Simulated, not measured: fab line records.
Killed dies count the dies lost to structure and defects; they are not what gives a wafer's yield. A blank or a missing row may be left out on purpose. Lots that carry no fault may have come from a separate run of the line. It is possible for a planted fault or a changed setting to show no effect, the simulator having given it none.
fab line records    flow sfq-line
[record] lots = 14  wafers = 42  last-day = 92
route steps=325 shown I1@84 M3@123 I3@135
lots with no fault: from the same line, run without faults
start-h: hours from the record's opening day to when the first of the lot's shown wafers began    wait-h: how many hours have passed since the lot's step before this one    " repeats the value in the row above    L1.1+2: a row that stands for several wafers    - no value, or no start given    * or withheld: withheld    < > ~ a bound
route shown NAME@n: a module of which the file shows steps, and the number in the route of the first    usual: mean/standard deviation of fault-free wafers    same: alike in all rows    chamber/n: place in a boat    sites: the reading at each site    _std_site: how widely they spread, as a standard deviation    _edge_site: inner sites' mean taken away from outer sites' mean    radius-mm: how far each site lies from the wafer's centre    mask NAME#n: copy n    behind: the most recent tool/chamber to have shaped the wafer    hold: why the lot was held/for how many hours/how that ended    device: names the non-switching transistor (n, p or np)    end of line: the same wafers' tests at the end of the route    a step with no rows: only its recipe    killed: not the wafer's yield, but the dies lost to structure and defects at the first sort    map: shows each die of a wafer: x if killed, . if not, _ if none is there
set.NAME: the setting as run; set.NAME@STEP: as run at that earlier step    model.NAME: the simulator's own value behind a step, which no gauge read
steps of the route over a sample of lots; a table a step, a row a wafer
services: a tool's chamber out of use, with start hour (start-h, from the record's first day; less than 0 if before it), hours out, and reason
[[steps]]
[step SFQ_TRILAYER_I1_VIA_BARC_OPEN_VIA_ETCH_071]
[recipe] mask-material = PR  chemistry = O2  target-depth-nm = 125  target = BARC  source-w = 500  bias-w = 80  pressure-mtorr = 30  time-s = 41.7
[usual] drypump-motor-current-A = 6.1/0.57  oes-product-au = 0.685/0.0051
lot.wafer  tool         chamber  start-h  wait-h  drypump-motor-current-A  oes-product-au  rf-hours-counter-h
L434.1     rie-diel-01  3        353.76   0.0     6.4                      0.686           1
L434.3     "            2        "        "       5.0                      0.687           46
L434.5     "            3        "        "       6.4                      0.682           -
L435.3     rie-diel-01  0        382.41   0.0     6.0                      0.689           26
L435.4     "            1        "        "       6.7                      0.679           -
L435.6     "            3        "        "       6.4                      0.687           -
L436.2     rie-diel-01  2        458.22   0.0     5.0                      0.684           48
L436.3     "            1        "        "       6.7                      0.678           9
L436.4     "            2        "        "       5.0                      0.681           -
L437.1     rie-diel-04  3        472.62   0.0     5.7                      0.684           27
L437.3     "            1        "        "       6.4                      0.684           98
L437.4     "            0        "        "       5.2                      0.686           11
L438.2     rie-diel-01  0        483.55   0.0     6.0                      0.677           28
L438.3     "            3        "        "       6.5                      0.681           3
L438.4     "            2        "        "       5.0                      0.683           48
L440.4     rie-diel-01  1        508.75   0.0     6.7                      0.684           10
L440.5     "            0        "        "       6.0                      0.679           -
L440.6     "            3        "        "       6.4                      0.684           -
L441.3     rie-diel-01  1        523.15   0.0     6.6                      0.680           10
L441.5     "            3        "        "       6.5                      0.682           -
L441.6     "            2        "        "       5.0                      0.687           -
L442.3     rie-diel-01  1        536.35   0.0     6.7                      0.689           10
L442.5     "            1        "        "       6.7                      0.691           -
L442.6     "            2        "        "       5.0                      0.678           -
L445.2     rie-diel-04  3        556.70   0.0     5.8                      0.684           28
L445.3     "            2        "        "       6.3                      0.689           8
L445.5     "            3        "        "       5.8                      0.697           -
L447.2     rie-diel-01  0        590.13   0.0     6.0                      0.696           29
L447.3     "            2        "        "       5.0                      0.685           50
L447.5     "            0        "        "       6.1                      0.689           -
L451.2     rie-diel-01  0        608.44   0.0     6.0                      0.682           30
L451.5     "            2        "        "       4.9                      0.680           -
L451.6     "            3        "        "       6.5                      0.681           -
L453.1     rie-diel-01  0        615.95   0.0     6.0                      0.677           30
L453.5     "            1        "        "       6.7                      0.683           -
L453.6     "            0        "        "       6.0                      0.690           -
L455.2     rie-diel-04  3        623.56   0.0     5.8                      0.696           29
L455.4     "            1        "        "       6.4                      0.686           2
L455.6     "            2        "        "       6.3                      0.687           -
L457.1     rie-diel-03  2        639.29   0.0     5.8                      0.689           12
L457.2     "            1        "        "       5.7                      0.695           7
L457.6     "            1        "        "       5.7                      0.694           -
[step SFQ_TRILAYER_M3_LITHO_COAT_075]
[recipe] resist = KrF  spin-rpm = 3000  resist-thk-nm = 600
[usual] spin-speed-rpm = 3000.1/2.2
lot.wafer  tool            chamber  start-h  wait-h  spin-speed-rpm
L434.1     litho-track-02  0        518.69   0.2     2997.6
L434.3     "               0        "        "       2997.7
L434.5     "               0        "        "       3001.1
L435.3     litho-track-01  0        547.57   0.2     3001.4
L435.4     "               0        "        "       3005.8
L435.6     "               0        "        "       3000.2
L436.2     litho-track-04  0        621.10   0.2     2998.9
L436.3     "               0        "        "       3000.0
L436.4     "               0        "        "       3000.2
L437.1     litho-track-01  0        636.82   0.2     3003.1
L437.3     "               0        "        "       2999.6
L437.4     "               0        "        "       3001.3
L438.2     litho-track-02  0        645.84   0.2     3004.8
L438.3     "               0        "        "       3001.6
L438.4     "               0        "        "       3001.4
L440.4     litho-track-02  0        782.89   0.2     2999.0
L440.5     "               0        "        "       3000.1
L440.6     "               0        "        "       2998.1
L441.3     litho-track-01  0        829.25   0.2     2999.7
L441.5     "               0        "        "       2998.0
L441.6     "               0        "        "       2996.0
L442.3     litho-track-04  0        846.78   0.2     3001.6
L442.5     "               0        "        "       2999.9
L442.6     "               0        "        "       2996.9
L445.2     litho-track-02  0        866.54   0.2     2943.3
L445.3     "               0        "        "       2944.6
L445.5     "               0        "        "       2943.5
L447.2     litho-track-02  0        891.42   0.2     2942.1
L447.3     "               0        "        "       2943.1
L447.5     "               0        "        "       2945.1
L451.2     litho-track-01  0        917.01   0.2     3000.6
L451.5     "               0        "        "       3000.8
L451.6     "               0        "        "       2999.6
L453.1     litho-track-04  0        926.56   0.2     2996.8
L453.5     "               0        "        "       2999.7
L453.6     "               0        "        "       2998.0
L455.2     litho-track-04  0        942.21   0.2     3001.4
L455.4     "               0        "        "       2998.9
L455.6     "               0        "        "       2999.9
L457.1     litho-track-01  0        970.48   0.2     3002.2
L457.2     "               0        "        "       3006.4
L457.6     "               0        "        "       3002.1
[step SFQ_TRILAYER_M3_STRIP_STRIP_079]
[recipe] gas = O2  power-w = 200  platen-temp-c = 40  overash-fraction = 0.65  chemistry = O2  pressure-mtorr = 50
[usual] drypump-motor-current-A = 5.4/0.38  oes-product-au = 0.999/0.014
lot.wafer  tool          chamber  start-h  wait-h  drypump-motor-current-A  oes-product-au  rf-hours-counter-h
L434.1     rie-metal-02  1        669.42   0.1     4.7                      1.012           53
L434.3     "             1        "        "       4.7                      1.014           -
L434.5     "             0        "        "       5.7                      0.990           -
L435.3     rie-metal-01  1        705.62   0.2     5.4                      1.010           -
L435.4     "             0        "        "       5.8                      0.983           -
L435.6     "             0        "        "       5.7                      0.979           -
L436.2     rie-metal-03  1        758.64   0.1     5.5                      1.017           43
L436.3     "             0        "        "       5.3                      1.000           -
L436.4     "             1        "        "       5.5                      1.021           -
L437.1     rie-metal-02  1        759.84   0.1     4.7                      1.026           66
L437.3     "             0        "        "       5.7                      1.006           -
L437.4     "             0        "        "       5.7                      1.005           -
L438.2     rie-metal-01  0        761.04   0.1     5.9                      0.979           126
L438.3     "             0        "        "       5.9                      0.983           -
L438.4     "             1        "        "       5.4                      1.017           -
L440.4     rie-metal-01  1        811.21   0.2     5.4                      1.021           -
L440.5     "             0        "        "       5.8                      0.979           -
L440.6     "             1        "        "       5.4                      1.005           -
L441.3     rie-metal-01  1        831.65   0.2     5.4                      1.019           -
L441.5     "             1        "        "       5.4                      1.022           -
L441.6     "             0        "        "       5.8                      0.995           -
L442.3     rie-metal-02  1        849.18   0.2     4.7                      1.011           -
L442.5     "             0        "        "       5.7                      0.995           -
L442.6     "             1        "        "       4.7                      1.013           -
L445.2     rie-metal-01  1        868.77   0.1     5.4                      1.019           23
L445.3     "             0        "        "       5.9                      0.987           -
L445.5     "             1        "        "       5.4                      1.010           -
L447.2     rie-metal-03  1        905.23   0.1     5.5                      1.014           68
L447.3     "             1        "        "       5.5                      1.018           -
L447.5     "             0        "        "       5.3                      0.989           -
L451.2     rie-metal-02  1        922.91   0.1     4.7                      1.008           90
L451.5     "             0        "        "       5.7                      0.981           -
L451.6     "             1        "        "       4.7                      1.010           -
L453.1     rie-metal-02  1        934.60   0.1     4.7                      1.013           91
L453.5     "             0        "        "       5.7                      0.980           -
L453.6     "             1        "        "       4.7                      1.001           -
L455.2     rie-metal-02  0        944.46   0.1     5.7                      0.976           87
L455.4     "             0        "        "       5.7                      0.989           -
L455.6     "             0        "        "       5.6                      0.978           -
L457.1     rie-metal-03  0        1003.48  0.1     5.2                      0.996           86
L457.2     "             1        "        "       5.5                      1.026           79
L457.6     "             0        "        "       5.2                      1.003           -
[step SFQ_I3_BOW_MEAS_922]
[recipe] mode = bow
[usual] I3_BOW = 0/8.6
lot.wafer  tool           chamber  start-h  wait-h  I3_BOW[um]
L434.1     film-metro-03  -        674.74   1.5     8
L434.3     "              -        "        "       7
L434.5     "              -        "        "       10
L435.3     film-metro-03  -        711.15   1.0     3
L435.4     "              -        "        "       -3
L435.6     "              -        "        "       2
L436.2     film-metro-04  -        762.86   2.5     0
L436.3     "              -        "        "       9
L436.4     "              -        "        "       9
L437.1     film-metro-04  -        765.84   2.0     4
L437.3     "              -        "        "       -7
L437.4     "              -        "        "       -4
L438.2     film-metro-03  -        768.86   1.5     -1
L438.3     "              -        "        "       2
L438.4     "              -        "        "       -7
L440.4     film-metro-04  -        853.08   1.6     -8
L440.5     "              -        "        "       6
L440.6     "              -        "        "       -1
L441.3     film-metro-04  -        876.98   2.0     13
L441.5     "              -        "        "       1
L441.6     "              -        "        "       8
L442.3     film-metro-04  -        891.98   2.0     -5
L442.5     "              -        "        "       -8
L442.6     "              -        "        "       -7
L445.2     film-metro-01  -        920.89   1.5     6
L445.3     "              -        "        "       -4
L445.5     "              -        "        "       12
L447.2     film-metro-01  -        945.89   1.0     2
L447.3     "              -        "        "       -1
L447.5     "              -        "        "       0
L451.2     film-metro-04  -        957.89   2.0     -1
L451.5     "              -        "        "       -5
L451.6     "              -        "        "       -8
L453.1     film-metro-03  -        964.46   2.5     14
L453.5     "              -        "        "       11
L453.6     "              -        "        "       2
L455.2     film-metro-01  -        972.89   2.5     -5
L455.4     "              -        "        "       -7
L455.6     "              -        "        "       -16
L457.1     film-metro-04  -        1007.34  1.5     -13
L457.2     "              -        "        "       0
L457.6     "              -        "        "       6
[[services]]
tool          chamber  start-h  hours  kind
rie-metal-03  -        337.71   0.3    repair
rie-diel-01   0        339.78   14.8   repair
rie-diel-01   3        343.46   10.0   repair
rie-diel-01   2        382.36   9.5    repair
rie-metal-03  -        410.89   2.8    pm
rie-diel-04   2        426.69   9.6    repair
rie-diel-04   0        433.57   1.4    repair
rie-metal-03  -        436.87   1.8    repair
rie-diel-04   -        438.88   14.6   pm
rie-diel-01   -        442.12   0.3    repair
rie-metal-02  -        443.09   1.4    pm
rie-diel-01   0        457.20   1.9    repair
rie-diel-01   0        470.16   7.1    repair
rie-diel-01   0        494.95   4.3    repair
rie-diel-01   -        617.72   1.0    repair
rie-metal-01  -        650.00   2.8    pm
rie-diel-01   2        756.80   32.3   repair
rie-diel-01   0        811.53   7.0    repair
rie-diel-01   2        813.23   23.1   repair
rie-diel-01   2        842.64   50.4   repair
rie-metal-02  -        917.96   2.8    pm
rie-metal-02  -        956.39   0.5    repair
rie-diel-01   -        972.75   0.4    repair
rie-diel-01   2        982.83   16.1   repair
[[key]]
[first-sign] step = SFQ_TRILAYER_M3_LITHO_COAT_075  reading = spin-speed-rpm  direction = down  sigmas = 25  usual = 3000.1  struck = 2943.6
effect none on later readings
met-at SFQ_TRILAYER_M3_LITHO_COAT_075
struck-lots L445,L447
not-acting-at SFQ_TRILAYER_I1_VIA_BARC_OPEN_VIA_ETCH_071,SFQ_TRILAYER_M3_STRIP_STRIP_079,SFQ_I3_BOW_MEAS_922
onset-between 782.89 866.54
[fault] kind = process-parameter-drift  tool = litho-track-02  chamber = -  onset-h = 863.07  steps = SFQ_TRILAYER_M3_LITHO_COAT_075  channel = spin-rpm  offset = -56.412  shape = step  end-h = 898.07  acts-in = these-recipes-only  stated = 3000
